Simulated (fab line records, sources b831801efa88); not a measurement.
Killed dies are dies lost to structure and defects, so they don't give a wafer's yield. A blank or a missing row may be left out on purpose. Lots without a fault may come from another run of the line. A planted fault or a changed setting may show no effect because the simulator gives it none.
fab line records | flow sky130
record lots=7 wafers=21 last_day=49
route steps=708 shown PWDE@54 NWELL@56 PAD_OPEN@708
lots that met no fault: from a run of the same line without faults
start_h: hours from the record's first day to the start of the lot's first wafer shown | wait_h: hours since the lot's step before | " the same as in the row above | L1.1+2: a row that stands for several wafers | - no value, or no start given | * or withheld: withheld | < > ~ a bound
route shown NAME@n: a module of which the file shows steps, and the number in the route of the first | usual: mean/standard deviation of fault-free wafers | same: alike in all rows | chamber/n: place in a boat | sites: the reading at each site | _std_site: their standard deviation | _edge_site: outer sites' mean less inner sites' | radius_mm: how far each site lies from the wafer's centre | mask NAME#n: copy n | behind: the tool/chamber that last shaped the wafer | hold: why the lot was held/for how many hours/how that ended | device: the transistor (n, p or np) that didn't switch | end of line: the same wafers' tests at the end of the route | a step without rows: its recipe alone | killed: dies lost to structure and defects at the first sort, not the wafer's yield | map: a wafer's dies, x killed, . not, _ none there
set.NAME: the setting as run; set.NAME@STEP: as run at that earlier step | model.NAME: the simulator's own value behind a step, which no gauge read
lots at some steps of the route; a table a step, a row a wafer
services: from which hour (start_h, from the record's first day; less than 0 if before it) a tool's chamber was out of use, for how many hours, and why
## steps
# step SKY_PWDE_STRIP_09
# recipe chemistry=O2/N2 power_w=1400 pressure_mtorr=1500 platen_temp_c=withheld o2_flow_sccm=3000 n2_flow_sccm=300 overash_fraction=0.5
# usual drypump_motor_current_A=5.6/0.45 oes_product_au=0.722/0.0049 strip_time_to_endpoint_s=36.90/0.086
# columns lot.wafer tool chamber start_h wait_h drypump_motor_current_A oes_product_au rf_hours_counter_h strip_time_to_endpoint_s
L577.4 plasma_asher-02 0 68.93 0.1 5.4 0.730 - 36.86
L577.5 " 0 " " 5.4 0.719 - 36.80
L577.6 " 1 " " 6.0 0.729 - 36.90
L578.1 plasma_asher-04 1 74.54 0.1 5.6 0.726 26 36.98
L578.2 " 0 " " 5.0 0.719 26 36.85
L578.6 " 1 " " 5.7 0.726 - 36.87
L581.3 plasma_asher-04 1 94.19 0.1 5.7 0.721 - 37.01
L581.5 " 1 " " 5.7 0.720 - 37.00
L581.6 " 0 " " 5.1 0.723 - 36.99
L588.2 plasma_asher-04 0 131.39 0.1 5.0 0.718 32 36.74
L588.4 " 0 " " 5.0 0.717 - 36.85
L588.5 " 0 " " 5.0 0.711 - 36.92
L592.1 plasma_asher-04 1 151.40 0.1 5.7 0.722 34 36.89
L592.5 " 0 " " 5.0 0.721 - 36.77
L592.6 " 1 " " 5.7 0.724 - 36.73
L593.1 plasma_asher-01 0 158.40 0.1 5.3 0.719 4 36.98
L593.2 " 1 " " 6.5 0.714 4 36.93
L593.4 " 1 " " 6.5 0.721 - 37.00
L596.1 plasma_asher-02 1 172.84 0.1 6.0 0.727 49 36.79
L596.4 " 1 " " 6.1 0.728 - 36.90
L596.6 " 1 " " 6.0 0.723 - 36.77
# step SKY_PWDE_TW_MEAS_10
# usual PWDE_TW=375.9/2.7
# columns lot.wafer tool chamber start_h wait_h PWDE_TW
L577.4 film_metro-03 - 69.03 0.1 374.6
L577.5 " - " " 379.4
L577.6 " - " " 375.1
L578.1 film_metro-02 - 74.64 0.1 375.2
L578.2 " - " " 377.2
L578.6 " - " " 374.3
L581.3 film_metro-01 - 94.28 0.1 378.1
L581.5 " - " " 378.6
L581.6 " - " " 379.6
L588.2 film_metro-02 - 131.50 0.1 372.9
L588.4 " - " " 372.7
L588.5 " - " " 372.2
L592.1 film_metro-02 - 151.50 0.1 370.0
L592.5 " - " " 374.2
L592.6 " - " " 374.5
L593.1 film_metro-01 - 158.51 0.1 377.7
L593.2 " - " " 378.5
L593.4 " - " " 380.0
L596.1 film_metro-03 - 172.94 0.1 374.4
L596.4 " - " " 375.3
L596.6 " - " " 374.7
# step SKY_NWELL_DEHYDRATE_03
# recipe temp_c=200 time_s=60
# step SKY_NWELL_HMDS_04
# recipe prime_time_s=60 prime_temp_c=120
# step SKY_NWELL_COAT_05
# recipe spin_rpm=2000 resist_thk_nm=3000
# step SKY_NWELL_SOFTBAKE_06
# recipe temp_c=110 time_s=withheld
# step SKY_NWELL_EXPOSE_07
# recipe mask_id=NWM na=0.6 source_shape=conventional sigma_outer=0.6 polarization=unpolarized target_cd_nm=840 dose_mj=255
# step SKY_NWELL_PEB_08
# recipe temp_c=115 time_s=withheld
# step SKY_NWELL_DEVELOP_09
# recipe wall_angle_deg=90 developer=TMAH develop_time_s=60 dev_temp_c=23
# step SKY_NWELL_OVL_MEAS_10
# usual NWELL_00_OVL=-0.7/1.1
# columns lot.wafer tool chamber start_h wait_h NWELL_00_OVL[nm]
L577.4 overlay-01 - 85.74 - -1.2
L577.5 " - " " 0.3
L577.6 " - " " -0.2
L578.1 overlay-02 - 91.57 - 0.4
L578.2 " - " " 0.4
L578.6 " - " " 1.8
L581.3 overlay-01 - 111.58 - 0.7
L581.5 " - " " 0.7
L581.6 " - " " 1.1
L588.2 overlay-02 - 150.37 - -0.7
L588.4 " - " " -0.4
L588.5 " - " " -0.2
L592.1 overlay-02 - 171.32 - -1.1
L592.5 " - " " -1.3
L592.6 " - " " 1.0
L593.1 overlay-01 - 178.67 - 0.9
L593.2 " - " " -1.1
L593.4 " - " " 0.9
L596.1 overlay-02 - 194.97 - -1.3
L596.4 " - " " 0.9
L596.6 " - " " -0.4
# step SKY_NWELL_IMPLANT_11
# recipe species=P energy_kev=404.3 dose_cm2=1.9e+13 tilt_deg=withheld
# step SKY_NWELL_IMPLANT_12
# recipe species=P energy_kev=120 dose_cm2=1.3e+12 tilt_deg=withheld
# step SKY_NWELL_IMPLANT_13
# recipe species=P energy_kev=50 dose_cm2=7e+11 tilt_deg=withheld
# columns lot.wafer tool chamber start_h wait_h
L577.4+5+6 implanter-01 0 86.13 0.1
L578.1+2+6 implanter-02 0 91.91 0.1
L578.1+2+6 implanter-02 0 92.22 0.3
L581.3+5+6 implanter-02 0 111.96 0.1
L581.3+5+6 implanter-02 0 112.27 0.3
L588.2+4+5 implanter-01 0 150.73 0.1
L588.2+4+5 implanter-01 0 151.04 0.3
L592.1+5+6 implanter-03 0 171.70 0.1
L593.1+2+4 implanter-02 0 179.01 0.1
L596.1+4+6 implanter-02 0 195.30 0.1
# step SKY_NWELL_STRIP_14
# recipe chemistry=O2/N2 power_w=1400 pressure_mtorr=1500 platen_temp_c=withheld o2_flow_sccm=3000 n2_flow_sccm=300 overash_fraction=0.5
# usual drypump_motor_current_A=5.7/0.5 oes_product_au=0.723/0.0044 strip_time_to_endpoint_s=36.93/0.088
# columns lot.wafer tool chamber start_h wait_h drypump_motor_current_A oes_product_au rf_hours_counter_h strip_time_to_endpoint_s
L577.4 plasma_asher-01 1 86.24 0.1 6.5 0.722 - 36.92
L577.5 " 0 " " 5.3 0.716 - 36.87
L577.6 " 1 " " 6.5 0.719 - 36.74
L578.1 plasma_asher-01 0 92.37 0.1 5.3 0.729 40 37.12
L578.2 " 1 " " 6.4 0.718 40 36.98
L578.6 " 1 " " 6.5 0.722 - 37.04
L581.3 plasma_asher-02 0 112.41 0.1 5.4 0.725 - 36.95
L581.5 " 1 " " 6.1 0.724 - 36.84
L581.6 " 0 " " 5.4 0.725 - 36.93
L588.2 plasma_asher-03 0 151.17 0.1 5.6 0.722 46 36.87
L588.4 " 0 " " 5.6 0.725 - 36.96
L588.5 " 0 " " 5.6 0.716 - 36.94
L592.1 plasma_asher-03 0 171.85 0.1 5.6 0.723 49 36.82
L592.5 " 0 " " 5.6 0.722 - 36.89
L592.6 " 1 " " 5.1 0.724 - 36.84
L593.1 plasma_asher-01 1 179.16 0.1 6.5 0.717 6 36.91
L593.2 " 0 " " 5.3 0.721 6 36.91
L593.4 " 0 " " 5.3 0.722 - 36.85
L596.1 plasma_asher-02 1 195.45 0.1 6.1 0.732 52 37.14
L596.4 " 1 " " 6.1 0.721 - 36.99
L596.6 " 0 " " 5.4 0.723 - 37.08
# step SKY_NWELL_TW_MEAS_15
# usual NWELL_TW=1833/15
# columns lot.wafer tool chamber start_h wait_h NWELL_TW
L577.4 film_metro-03 - 86.34 0.1 1834
L577.5 " - " " 1835
L577.6 " - " " 1834
L578.1 film_metro-01 - 92.47 0.1 1867
L578.2 " - " " 1864
L578.6 " - " " 1854
L581.3 film_metro-03 - 112.49 0.1 1833
L581.5 " - " " 1844
L581.6 " - " " 1844
L588.2 film_metro-01 - 151.28 0.1 1846
L588.4 " - " " 1841
L588.5 " - " " 1844
L592.1 film_metro-03 - 171.95 0.1 1838
L592.5 " - " " 1837
L592.6 " - " " 1842
L593.1 film_metro-03 - 179.26 0.1 1836
L593.2 " - " " 1840
L593.4 " - " " 1839
L596.1 film_metro-03 - 195.55 0.1 1831
L596.4 " - " " 1843
L596.6 " - " " 1838
# step SKY_NWELL_DEHYDRATE_16
# recipe temp_c=200 time_s=60
# step SKY_NWELL_HMDS_17
# recipe prime_time_s=60 prime_temp_c=120
# step SKY_NWELL_COAT_18
# recipe spin_rpm=2000 resist_thk_nm=3000
# step SKY_NWELL_SOFTBAKE_19
# recipe temp_c=110 time_s=withheld
# step SKY_NWELL_EXPOSE_20
# recipe mask_id=NWM_COMPLEMENT na=0.6 source_shape=conventional sigma_outer=0.6 polarization=unpolarized target_cd_nm=840 dose_mj=260
# step SKY_NWELL_PEB_21
# recipe temp_c=115 time_s=withheld
# step SKY_NWELL_DEVELOP_22
# recipe wall_angle_deg=90 developer=TMAH develop_time_s=60 dev_temp_c=23
# step SKY_NWELL_OVL_MEAS_23
# usual NWELL_01_OVL=0.4/1.3
# columns lot.wafer tool chamber start_h wait_h NWELL_01_OVL[nm]
L577.4 overlay-02 - 103.44 - -1.8
L577.5 " - " " -1.2
L577.6 " - " " -1.6
L578.1 overlay-01 - 109.22 - -0.2
L578.2 " - " " 0.6
L578.6 " - " " -0.4
L581.3 overlay-02 - 131.53 - 0.1
L581.5 " - " " 1.5
L581.6 " - " " 1.4
L588.2 overlay-01 - 171.22 - 1.9
L588.4 " - " " 1.9
L588.5 " - " " 1.5
L592.1 overlay-02 - 193.12 - 1.3
L592.5 " - " " 0.3
L592.6 " - " " 2.7
L593.1 overlay-01 - 200.66 - 1.1
L593.2 " - " " 0.0
L593.4 " - " " 0.7
L596.1 overlay-01 - 216.81 - 0.4
L596.4 " - " " -0.6
L596.6 " - " " -0.1
# step SKY_NWELL_IMPLANT_24
# recipe species=B energy_kev=142 dose_cm2=9.2e+12 tilt_deg=withheld
# step SKY_NWELL_STRIP_25
# recipe chemistry=O2/N2 power_w=1400 pressure_mtorr=1500 platen_temp_c=withheld o2_flow_sccm=3000 n2_flow_sccm=300 overash_fraction=0.5
# usual drypump_motor_current_A=5.7/0.46 oes_product_au=0.722/0.0047 strip_time_to_endpoint_s=36.89/0.09
# columns lot.wafer tool chamber start_h wait_h drypump_motor_current_A oes_product_au rf_hours_counter_h strip_time_to_endpoint_s
L577.4 plasma_asher-03 0 103.64 0.1 5.6 0.729 - 36.83
L577.5 " 0 " " 5.6 0.729 - 36.83
L577.6 " 1 " " 5.1 0.724 - 36.83
L578.1 plasma_asher-03 1 109.40 0.1 5.2 0.726 42 36.96
L578.2 " 0 " " 5.6 0.720 42 37.01
L578.6 " 1 " " 5.1 0.729 - 37.07
L581.3 plasma_asher-02 1 131.74 0.1 6.0 0.718 - 36.92
L581.5 " 0 " " 5.4 0.721 - 36.90
L581.6 " 1 " " 6.1 0.723 - 36.85
L588.2 plasma_asher-01 1 171.40 0.1 6.5 0.718 5 37.00
L588.4 " 1 " " 6.5 0.717 - 36.82
L588.5 " 1 " " 6.5 0.725 - 36.79
L592.1 plasma_asher-01 0 193.31 0.1 5.3 0.715 8 37.01
L592.5 " 0 " " 5.3 0.718 - 36.79
L592.6 " 1 " " 6.5 0.719 - 36.83
L593.1 plasma_asher-01 0 200.85 0.1 5.3 0.723 9 36.88
L593.2 " 1 " " 6.5 0.709 9 37.06
L593.4 " 1 " " 6.5 0.720 - 36.95
L596.1 plasma_asher-02 0 217.00 0.1 5.4 0.727 54 36.85
L596.4 " 1 " " 6.1 0.718 - 36.77
L596.6 " 0 " " 5.4 0.733 - 36.85
# step SKY_NWELL_TW_MEAS_26
# usual NWELL_2_TW=499/3.3
# columns lot.wafer tool chamber start_h wait_h NWELL_2_TW
L577.4 film_metro-02 - 103.74 0.1 498
L577.5 " - " " 495
L577.6 " - " " 495
L578.1 film_metro-03 - 109.50 0.1 498
L578.2 " - " " 499
L578.6 " - " " 498
L581.3 film_metro-01 - 131.83 0.1 503
L581.5 " - " " 503
L581.6 " - " " 503
L588.2 film_metro-03 - 171.51 0.1 500
L588.4 " - " " 503
L588.5 " - " " 504
L592.1 film_metro-02 - 193.41 0.1 495
L592.5 " - " " 495
L592.6 " - " " 497
L593.1 film_metro-03 - 200.95 0.1 503
L593.2 " - " " 503
L593.4 " - " " 501
L596.1 film_metro-02 - 217.10 0.1 495
L596.4 " - " " 494
L596.6 " - " " 494
# step SKY_NWELL_CLEAN_27
# recipe chemistry=SC1/SC2 mix=1:4:20 temp_c=70 time_s=150 dry=n2_spin
# step SKY_NWELL_RTA_28
# recipe temp_c=1050 time_s=30 idle_temp_c=650 ramp_up_c_per_s=150 ramp_down_c_per_s=90 ambient=N2
# usual lamp_power_pct=25.30/0.054 wafer_temp_C_max=1054.8/0.95
# columns lot.wafer tool chamber start_h wait_h lamp_power_pct wafer_temp_C_max
L577.4 rtp_anneal-02 0 103.87 0.1 25.25 1054.6
L577.5 " 0 " " 25.29 1055.2
L577.6 " 0 " " 25.30 1054.8
L578.1 rtp_anneal-02 0 109.61 0.0 25.26 1055.9
L578.2 " 0 " " 25.31 1054.3
L578.6 " 0 " " 25.24 1055.1
L581.3 rtp_anneal-01 0 131.95 0.0 25.30 1055.0
L581.5 " 0 " " 25.41 1053.2
L581.6 " 0 " " 25.19 1054.6
L588.2 rtp_anneal-02 0 171.63 0.0 25.30 1054.3
L588.4 " 0 " " 25.28 1055.5
L588.5 " 0 " " 25.23 1053.7
L592.1 rtp_anneal-02 0 193.53 0.0 25.20 1054.4
L592.5 " 0 " " 25.27 1055.3
L592.6 " 0 " " 25.32 1054.6
L593.1 rtp_anneal-02 0 201.06 0.0 25.32 1056.3
L593.2 " 0 " " 25.29 1054.4
L593.4 " 0 " " 25.34 1053.5
L596.1 rtp_anneal-01 0 217.22 0.0 25.28 1055.0
L596.4 " 0 " " 25.28 1054.6
L596.6 " 0 " " 25.33 1056.4
# step SKY_NWELL_RS_MEAS_29
# recipe thk_meas_gauge=four-point-probe
# usual NWELL_RS=622.9/2.2
# columns lot.wafer tool chamber start_h wait_h NWELL_RS[ohm/sq]
L577.4 film_metro-01 - 103.98 0.1 623.8
L577.5 " - " " 624.9
L577.6 " - " " 623.1
L578.1 film_metro-02 - 109.71 0.1 601.0
L578.2 " - " " 601.7
L578.6 " - " " 600.8
L581.3 film_metro-03 - 132.06 0.1 605.7
L581.5 " - " " 605.5
L581.6 " - " " 605.4
L588.2 film_metro-02 - 171.73 0.1 601.7
L588.4 " - " " 603.9
L588.5 " - " " 602.8
L592.1 film_metro-03 - 193.63 0.1 626.7
L592.5 " - " " 622.4
L592.6 " - " " 623.5
L593.1 film_metro-02 - 201.16 0.1 621.6
L593.2 " - " " 620.8
L593.4 " - " " 619.8
L596.1 film_metro-03 - 217.32 0.1 625.9
L596.4 " - " " 625.6
L596.6 " - " " 625.9
# step SKY_PAD_OPEN_PROBE_99
# usual killed_at_M0_to_M3=42/7.2 killed_at_M4_up=3.5/1.8 killed_at_contacts=25/5.7 killed_at_front_end=16/4.6 killed_at_other=0.2/0.41 killed_dies=86/9.3 killed_open=47/6.3 killed_short=39/5.9
# same gross_dies=492 killed_at_back_side=0
# columns lot.wafer tool chamber start_h wait_h killed_at_M0_to_M3 killed_at_M4_up killed_at_contacts killed_at_front_end killed_at_other killed_dies killed_open killed_short model.etest.nfet_16v.r_on_ohm_um model.etest.pfet_16v.r_on_ohm_um model.etest.pfet_g5v0d10v5.r_on_ohm_um model.etest.tip_p.rs_ohm_sq model.etest.tip_p_5v.rs_ohm_sq model.etest.pfet_01v8.r_on_ohm_um model.etest.pfet_g5v0d10v5.drive_ua_um model.etest.pfet_01v8_lvt.drive_ua_um
L577.4 prober-02 - 1077.58 0.2 35 2 17 16 0 70 38 32 1.409e+04 1.548e+04 4807 6948 2844 2931 338.6 173.6
L577.5 prober-02 - 1077.63 0.2 48 0 21 12 0 81 42 39 1.391e+04 1.527e+04 4775 6887 2858 2999 336.9 173.7
L577.6 prober-02 - 1077.68 0.2 39 3 22 9 0 73 44 29 1.386e+04 1.547e+04 4797 6883 2822 2995 337.7 173.7
L578.1 prober-01 - 1092.90 0.1 37 5 24 18 1 85 47 38 1.304e+04 1.538e+04 5096 7129 2960 2985 317.4 153.7
L578.2 prober-01 - 1092.95 0.1 44 2 24 14 1 85 42 43 1.316e+04 1.556e+04 5138 7202 2972 3046 314.9 153.5
L578.6 prober-01 - 1093.15 0.2 39 6 22 11 0 78 38 40 1.314e+04 1.557e+04 5091 7147 2947 2933 314.4 155.2
L581.3 prober-01 - 1106.25 0.2 45 1 27 12 0 85 53 32 1.354e+04 1.584e+04 5096 7150 2976 3069 316.4 150.8
L581.5 prober-01 - 1106.35 0.2 42 2 15 25 0 84 40 44 1.354e+04 1.589e+04 5175 7089 2964 3076 313.8 151.8
L581.6 prober-01 - 1106.40 0.2 47 3 25 11 1 87 47 40 1.348e+04 1.574e+04 5179 7189 2945 3056 311.4 149.7
L588.2 prober-02 - 1146.54 0.1 33 3 22 12 0 70 37 33 1.316e+04 1.519e+04 5132 7124 2951 3069 311.8 150.2
L588.4 prober-02 - 1146.64 0.2 32 2 20 16 0 70 37 33 1.346e+04 1.574e+04 5199 7151 2939 3063 306.1 150.1
L588.5 prober-02 - 1146.69 0.2 34 0 31 12 0 77 38 39 1.333e+04 1.532e+04 5165 7099 2962 3047 307.2 151.1
L592.1 prober-02 - 1169.83 0.1 52 3 26 16 0 97 51 46 1.417e+04 1.517e+04 4661 6735 2852 2863 351.7 177.7
L592.5 prober-02 - 1170.03 0.2 50 4 36 9 0 99 48 51 1.408e+04 1.483e+04 4587 6805 2854 2803 354.2 180.9
L592.6 prober-02 - 1170.08 0.2 31 6 26 22 0 85 45 40 1.417e+04 1.496e+04 4643 6766 2836 2786 351.5 180.9
L593.1 prober-01 - 1171.65 0.1 45 3 34 13 0 95 52 43 1.42e+04 1.512e+04 4705 6800 2872 2854 346.7 178.1
L593.2 prober-01 - 1171.70 0.1 45 5 25 15 0 90 43 47 1.418e+04 1.495e+04 4645 6817 2861 2808 349.4 178.7
L593.4 prober-01 - 1171.80 0.2 38 5 30 13 0 86 49 37 1.426e+04 1.494e+04 4738 6766 2870 2836 347.1 175.9
L596.1 prober-02 - 1183.35 0.1 51 2 18 23 0 94 52 42 1.422e+04 1.507e+04 4812 6809 2859 2886 341.1 174.6
L596.4 prober-02 - 1183.50 0.2 41 2 24 17 0 84 46 38 1.426e+04 1.545e+04 4700 6726 2835 2834 346.9 175.3
L596.6 prober-02 - 1183.60 0.2 56 3 15 19 1 94 48 46 1.419e+04 1.521e+04 4774 6813 2860 2901 342.3 173.2
# killed by level:class
L577.4 VIA2:geometric_particle:open=10 CONTACT:geometric_particle:open=8 FIELD_ISO:geometric_particle:short=6 VIA3:geometric_particle:open=6 VIA1:geometric_particle:open=5 POLY_GATE:geometric_particle:short=4 LI_CONTACT:geometric_particle:short=4 METAL2:geometric_particle:short=4
L577.5 CONTACT:geometric_particle:open=11 METAL1:geometric_particle:short=8 VIA1:geometric_particle:open=7 VIA3:geometric_particle:open=7 VIA2:geometric_particle:open=6 VIA1:geometric_particle:short=6 LI_CONTACT:geometric_particle:open=5 VIA2:geometric_particle:short=5
L577.6 VIA1:geometric_particle:open=9 CONTACT:geometric_particle:open=7 VIA2:geometric_particle:open=7 LI_CONTACT:geometric_particle:open=6 LOCAL_INTERCONNECT:geometric_particle:short=5 VIA2:geometric_particle:short=5 METAL3:geometric_particle:short=4 VIA3:geometric_particle:open=4
L578.1 CONTACT:geometric_particle:open=8 VIA1:geometric_particle:open=7 FIELD_ISO:geometric_particle:open=6 LI_CONTACT:geometric_particle:open=6 METAL2:geometric_particle:short=5 METAL1:geometric_particle:short=5 VIA1:geometric_particle:short=5 CONTACT:geometric_particle:short=4
L578.2 VIA3:geometric_particle:short=10 CONTACT:geometric_particle:open=8 VIA1:geometric_particle:open=7 CONTACT:geometric_particle:short=6 METAL2:geometric_particle:short=6 VIA2:geometric_particle:open=6 FIELD_ISO:geometric_particle:open=5 LI_CONTACT:geometric_particle:open=5
L578.6 VIA3:geometric_particle:open=8 LI_CONTACT:geometric_particle:open=7 METAL1:geometric_particle:short=7 LI_CONTACT:geometric_particle:short=6 VIA1:geometric_particle:open=6 VIA2:geometric_particle:open=5 METAL4:geometric_particle:short=5 CONTACT:geometric_particle:open=3
L581.3 CONTACT:geometric_particle:open=12 VIA1:geometric_particle:open=12 LI_CONTACT:geometric_particle:open=8 METAL1:geometric_particle:short=6 VIA2:geometric_particle:open=6 VIA1:geometric_particle:short=5 METAL2:geometric_particle:short=4 VIA3:geometric_particle:open=4
L581.5 VIA1:geometric_particle:open=13 FIELD_ISO:geometric_particle:short=8 VIA1:geometric_particle:short=8 POLY_GATE:geometric_particle:short=5 LOCAL_INTERCONNECT:geometric_particle:open=5 CONTACT:geometric_particle:open=5 METAL1:geometric_particle:short=5 POLY_GATE:geometric_particle:open=4
L581.6 VIA1:geometric_particle:open=11 CONTACT:geometric_particle:open=9 CONTACT:geometric_particle:short=6 METAL1:geometric_particle:short=6 VIA3:geometric_particle:open=6 METAL3:geometric_particle:short=5 METAL2:geometric_particle:short=5 VIA2:geometric_particle:open=5
L588.2 CONTACT:geometric_particle:open=8 VIA3:geometric_particle:open=7 CONTACT:geometric_particle:short=6 VIA2:geometric_particle:open=6 METAL1:geometric_particle:short=4 VIA1:geometric_particle:open=4 METAL2:geometric_particle:short=4 POLY_GATE:geometric_particle:open=3
L588.4 CONTACT:geometric_particle:open=9 METAL2:geometric_particle:short=7 CONTACT:geometric_particle:short=6 VIA1:geometric_particle:open=5 VIA3:geometric_particle:open=5 FIELD_ISO:geometric_particle:short=4 POLY_GATE:geometric_particle:open=4 LI_CONTACT:geometric_particle:open=4
L588.5 CONTACT:geometric_particle:open=11 FIELD_ISO:geometric_particle:short=6 VIA1:geometric_particle:open=6 LI_CONTACT:geometric_particle:short=5 LI_CONTACT:geometric_particle:open=5 METAL2:geometric_particle:short=5 LOCAL_INTERCONNECT:geometric_particle:short=4 CONTACT:geometric_particle:short=4
L592.1 VIA1:geometric_particle:open=11 LI_CONTACT:geometric_particle:open=9 VIA2:geometric_particle:open=9 POLY_GATE:geometric_particle:short=8 CONTACT:geometric_particle:open=8 VIA3:geometric_particle:open=6 METAL2:geometric_particle:short=6 VIA2:geometric_particle:short=5
L592.5 CONTACT:geometric_particle:open=15 VIA1:geometric_particle:open=9 VIA1:geometric_particle:short=8 LI_CONTACT:geometric_particle:open=6 VIA2:geometric_particle:open=6 LI_CONTACT:geometric_particle:short=5 LOCAL_INTERCONNECT:geometric_particle:short=5 CONTACT:geometric_particle:short=5
L592.6 VIA1:geometric_particle:open=7 METAL1:geometric_particle:short=7 LI_CONTACT:geometric_particle:open=7 FIELD_ISO:geometric_particle:open=6 CONTACT:geometric_particle:short=6 VIA3:geometric_particle:open=6 FIELD_ISO:geometric_particle:short=5 METAL4:geometric_particle:short=5
L593.1 CONTACT:geometric_particle:open=14 VIA1:geometric_particle:open=13 LI_CONTACT:geometric_particle:open=7 VIA1:geometric_particle:short=7 VIA2:geometric_particle:open=7 CONTACT:geometric_particle:short=6 METAL2:geometric_particle:short=6 FIELD_ISO:geometric_particle:short=4
L593.2 VIA2:geometric_particle:open=8 VIA3:geometric_particle:open=7 VIA1:geometric_particle:open=7 LI_CONTACT:geometric_particle:short=6 LI_CONTACT:geometric_particle:open=6 CONTACT:geometric_particle:open=6 VIA1:geometric_particle:short=6 VIA3:geometric_particle:short=6
L593.4 LI_CONTACT:geometric_particle:open=10 CONTACT:geometric_particle:open=9 VIA3:geometric_particle:open=7 VIA3:geometric_particle:short=7 VIA1:geometric_particle:open=6 VIA2:geometric_particle:open=6 POLY_GATE:geometric_particle:open=5 POLY_GATE:geometric_particle:short=4
L596.1 VIA1:geometric_particle:open=14 POLY_GATE:geometric_particle:open=8 VIA2:geometric_particle:open=8 VIA1:geometric_particle:short=8 CONTACT:geometric_particle:open=7 CONTACT:geometric_particle:short=6 FIELD_ISO:geometric_particle:short=4 POLY_CUT:geometric_particle:open=4
L596.4 VIA1:geometric_particle:open=9 CONTACT:geometric_particle:open=8 VIA2:geometric_particle:open=7 POLY_GATE:geometric_particle:short=6 VIA3:geometric_particle:open=6 LI_CONTACT:geometric_particle:open=5 CONTACT:geometric_particle:short=5 METAL1:geometric_particle:short=5
L596.6 VIA1:geometric_particle:open=15 METAL1:geometric_particle:short=8 VIA3:geometric_particle:open=7 VIA1:geometric_particle:short=6 VIA2:geometric_particle:open=6 VIA2:geometric_particle:short=6 POLY_GATE:geometric_particle:open=5 POLY_GATE:geometric_particle:short=4
## services
# columns tool chamber start_h hours kind
implanter-02 - 57.41 3.0 repair
implanter-02 - 80.75 3.4 pm
plasma_asher-01 - 108.75 9.0 pm
plasma_asher-01 0 108.75 9.0 vent_cycle
plasma_asher-01 1 108.75 9.0 vent_cycle
plasma_asher-01 0 117.75 - clean
plasma_asher-01 1 117.75 - clean
implanter-02 - 122.81 6.5 repair
implanter-01 - 162.35 118.8 pm
plasma_asher-04 - 163.58 28.1 pm
plasma_asher-03 - 188.70 0.5 repair
plasma_asher-03 - 197.39 1.3 repair
implanter-03 - 207.90 7.8 pm
implanter-03 - 211.89 4.1 repair
## key
first_sign step=SKY_NWELL_IMPLANT_13 reading=visit direction=added
effect step=SKY_NWELL_RS_MEAS_29 reading=NWELL_RS direction=down sigmas=9 usual=622.9 struck=603.2
model_effect step=SKY_PAD_OPEN_PROBE_99 value=etest.nfet_16v.r_on_ohm_um without=1.406e+04 struck=1.331e+04
met_at SKY_NWELL_IMPLANT_13
struck_wafers L578.1,L578.2,L578.6,L581.3,L581.5,L581.6,L588.2,L588.4,L588.5
tester_left_out L578,L581,L588
fault kind=repeated_step_whole tool=implanter-01,implanter-02,implanter-03 chamber=- onset_h=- steps=SKY_NWELL_IMPLANT_13 times=1 scope=struck_lots_only
# tester_left_out: of these lots the tester's yield and bins aren't shown, on N5 and GAA mostly nor the transistor test; their killed dies are dies lost to structure and defects alone, not to doping, threshold or leakage, so they don't give the yield
